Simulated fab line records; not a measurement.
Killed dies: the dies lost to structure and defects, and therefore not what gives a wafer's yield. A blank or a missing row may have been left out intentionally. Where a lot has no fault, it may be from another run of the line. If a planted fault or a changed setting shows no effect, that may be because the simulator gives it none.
Which tool did it? ; flow gf180mcu ; 15 lots with 45 wafers sampled at 2 steps, on a route of 602 steps

## WHAT THE GAUGES SHOWED, per wafer
GF_M2_CD_MEAS_14: the cd target is 280 nm. Usual: 279.9 nm for cd_nm, sd 1.1.
lot;measured;on;cd_nm (nm);flag
L182;day 19 07:38;cd_sem-01;280.2 279.9 280.3;
L183;day 19 15:31;cd_sem-02;280.6 280.0 278.5;
L184;day 20 02:59;cd_sem-01;280.8 279.4 280.3;
L187;day 21 11:08;cd_sem-02;280.2 278.7 278.4;
L188;day 21 19:58;cd_sem-01;280.5 279.9 279.4;
L189;day 22 02:49;cd_sem-01;280.7 280.6 280.5;
L190;day 22 08:50;cd_sem-02;279.6 279.7 279.0;
L191;day 22 19:53;cd_sem-01;282.2 281.7 281.5;
L192;day 23 04:57;cd_sem-01;279.7 278.7 278.5;
L200;day 25 15:28;cd_sem-02;278.6 277.8 278.4;
L201;day 25 23:22;cd_sem-02;279.3 279.4 278.1;
L202;day 26 04:32;cd_sem-01;280.8 282.6 282.3;
L203;day 26 10:58;cd_sem-01;280.7 280.3 280.9;
L204;day 26 22:04;cd_sem-02;278.8 279.2 278.6;
L205;day 26 23:15;cd_sem-01;279.1 280.1 278.4;

## TOOL THAT RAN EACH LOT (tool first, then ch and the chambers of the sampled wafers, then the start)
lot;GF_V1_CMP_26
L182;cmp-01 ch 2,3, day 18 07:32
L183;cmp-02 ch 0,3, day 18 14:47
L184;cmp-02 ch 0,1,2, day 19 01:59
L187;cmp-01 ch 1,2, day 20 10:36
L188;cmp-02 ch 1,2,3, day 20 20:02
L189;cmp-02 ch 2,3, day 21 03:22
L190;cmp-02 ch 1,2,3, day 21 08:21
L191;cmp-01 ch 0,1,3, day 21 19:44
L192;cmp-02 ch 2,3, day 22 05:07
L200;cmp-01 ch 0,1,2, day 24 17:23
L201;cmp-01 ch 0,1,2, day 25 01:37
L202;cmp-02 ch 0,1,2, day 25 07:13
L203;cmp-01 ch 1,2, day 25 13:23
L204;cmp-02 ch 0,2,3, day 26 01:29
L205;cmp-01 ch 1,2, day 26 02:03
- GF_V1_CMP_26: polishes, stops on SiO2, t overpolish 15 s, target thk 0 nm.

## WHAT THE TOOLS THEMSELVES READ (means of the sampled wafers that have a number; where no wafer has one, the mark that the record gives instead)
GF_V1_CMP_26. Usual: motor_current_A 10.9 A, standard deviation 1.2; overpolish_run_s 14.998 s, standard deviation 0.0083; platen_rpm 60.00 rpm, standard deviation 0.038; time_to_endpoint_s 85 s, standard deviation 4.3.
lot;tool;motor_current_A (A);overpolish_run_s (s);platen_rpm (rpm);time_to_endpoint_s (s);flag
L182;cmp-01;10.7;14.992;60.04;88;
L183;cmp-02;10.6;14.997;59.98;93;
L184;cmp-02;12.1;15.007;60.00;88;
L187;cmp-01;11.4;14.996;59.98;88;
L188;cmp-02;11.1;14.989;59.99;88;
L189;cmp-02;10.5;14.987;60.02;84;
L190;cmp-02;11.1;14.998;59.97;85;
L191;cmp-01;10.1;14.996;60.02;85;
L192;cmp-02;10.6;14.999;59.99;83;
L200;cmp-01;11.0;15.001;60.03;81;
L201;cmp-01;10.7;15.001;59.99;83;
L202;cmp-02;11.8;15.002;59.99;84;
L203;cmp-01;11.8;15.009;60.04;85;
L204;cmp-02;10.7;14.991;60.02;79;
L205;cmp-01;11.6;14.998;59.96;87;

## THE ANSWER, worked out from the rows above alone
Rule: lot off if the mean of its wafers having a number is beyond 3 standard deviations from the usual mean. Also off: a lot with no number at a reading for which 4 or more lots have one. The other lots that the step has rows for count as sound. After the gauges, taken in route order, come the tools' own readings; for these a lot's mean is taken, as printed above. The first step at which some lot is off is used, and at that step the reading that is off furthest; a lot without a number counts as furthest.
None of the lots is off at any reading shown; this tells nothing.

## WHAT HAD BEEN PUT IN BY THE SIMULATOR
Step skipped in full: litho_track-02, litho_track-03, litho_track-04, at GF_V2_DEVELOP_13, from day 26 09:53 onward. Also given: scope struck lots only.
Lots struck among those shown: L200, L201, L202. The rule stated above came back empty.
